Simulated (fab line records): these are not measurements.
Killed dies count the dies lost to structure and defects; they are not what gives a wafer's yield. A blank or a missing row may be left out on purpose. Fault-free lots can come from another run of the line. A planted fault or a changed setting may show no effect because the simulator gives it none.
A struck lot beside a sound one | flow gf180mcu | 21 steps out of a route of 602
Sound: these wafers, L839.1, L839.2, L839.5. Struck: wafer L860.1 (L860.2, L860.4, from the same lot, were not struck and are left out); the cause is given at the end.
Each step with rows lists, per side, the tool, then ch with its chambers, then its first start. Under that, the readings that differ: sound wafers | struck wafers | difference of the means | sigmas: that difference in standard deviations of wafers without a fault.
alike: same words and numbers on both sides, and readings whose means sit less than 2 such deviations apart. not compared: any withheld reading, any reading some wafer has no value for, any bound like >300 that may hide the same value, and any number with overlapping values for which the record gives no deviation.
Wherever a step has rows on one side only, a row that says differs or no value, or a row with sigmas, the two part there. Non-overlapping numbers with no deviation appear without sigmas and do not part them. A reading that every wafer of one side lacks parts them only if that side has two wafers or more.

first, 2 steps without rows for these wafers: GF_M3_CLEAN_19 (cleans in DIW); GF_V3_CVD_00 (deposits SiO2, target thk 600 nm, time 100 s).
GF_V3_THK_MEAS_01:
  struck on film metro-03, day 28 09:53; sound on film metro-01, day 21 09:22
  alike: V3_CVD_00_THK
GF_V3_CVD_02: deposits SiO2 from TEOS, target thk 850 nm, time 94.851 s.
  sound on pecvd-04 ch 0,1,2, day 21 09:25; struck on pecvd-02 ch 2, day 28 09:56
  alike: heater power w
GF_V3_THK_MEAS_03:
  struck on film metro-04, day 28 10:01; sound on film metro-03, day 21 09:29
  alike: V3_CVD_02_THK
GF_V3_CMP_04: polishes SiO2.
  sound on cmp-01 ch 0,1,2, day 21 09:36; struck on cmp-02 ch 1, day 28 10:04
  alike: motor current A, time to endpoint s
GF_V3_BOW_MEAS_05:
  struck on film metro-04, day 28 10:22; sound on film metro-04, day 21 09:51
  alike: V3_BOW
then, 5 steps without rows for these wafers: GF_V3_DEHYDRATE_06 (time 60 s); GF_V3_HMDS_07 (prime time 60 s); GF_V3_COAT_08; GF_V3_COAT_09 (resist thk 1000 nm); GF_V3_SOFTBAKE_10 (time 60 s).
GF_V3_EXPOSE_11: exposes mask Via3, target cd 260 nm.
  sound on krf scanner-02 ch 0, day 21 21:43; struck on krf scanner-02 ch 0, day 28 20:37
  alike: mask
then, 2 steps without rows for these wafers: GF_V3_PEB_12 (peb time 90 s); GF_V3_DEVELOP_13 (develop time 60 s).
GF_V3_CD_MEAS_14: target cd 260 nm.
  struck on cd sem-01, day 29 05:55; sound on cd sem-01, day 22 08:59
  alike: cd nm
GF_V3_OVL_MEAS_15:
  struck on overlay-02, day 29 06:02; sound on overlay-02, day 22 09:07
  alike: V3_OVL
GF_V3_ETCH_16: etches BARC in N2/H2.
  sound on rie diel-04 ch 1,2, day 22 09:08; struck on rie diel-02 ch 2, day 29 06:04
  reading             | sound             | struck | difference | sigmas
  model.V3.cd nm (nm) | 261.8 262.1 261.7 | 261.5  | -0.4       |
  alike: drypump motor current A, oes product au, throttle valve pct
GF_V3_ETCH_17: etches SiO2 in C4F8/O2/Ar, stops on TiN, target depth 635 nm.
  sound on rie diel-04 ch 1,2; struck on rie diel-02 ch 2
  reading             | sound           | struck | difference | sigmas
  model.V3.cd nm (nm) | 262 261.4 261.7 | 260.7  | -1.0       |
  alike: oes product au
GF_V3_STRIP_18: strips in O2/N2.
  sound on plasma asher-04 ch 0,1, day 22 09:16; struck on plasma asher-04 ch 0, day 29 06:11
  alike: drypump motor current A, heater power w, oes product au
  not compared: rf hours counter h
after that, 1 step had no rows for these wafers: GF_PASSIVATION_PROBE_99.

WHERE THEY PART
Nowhere in this record.

WHY: what had been put in by the simulator
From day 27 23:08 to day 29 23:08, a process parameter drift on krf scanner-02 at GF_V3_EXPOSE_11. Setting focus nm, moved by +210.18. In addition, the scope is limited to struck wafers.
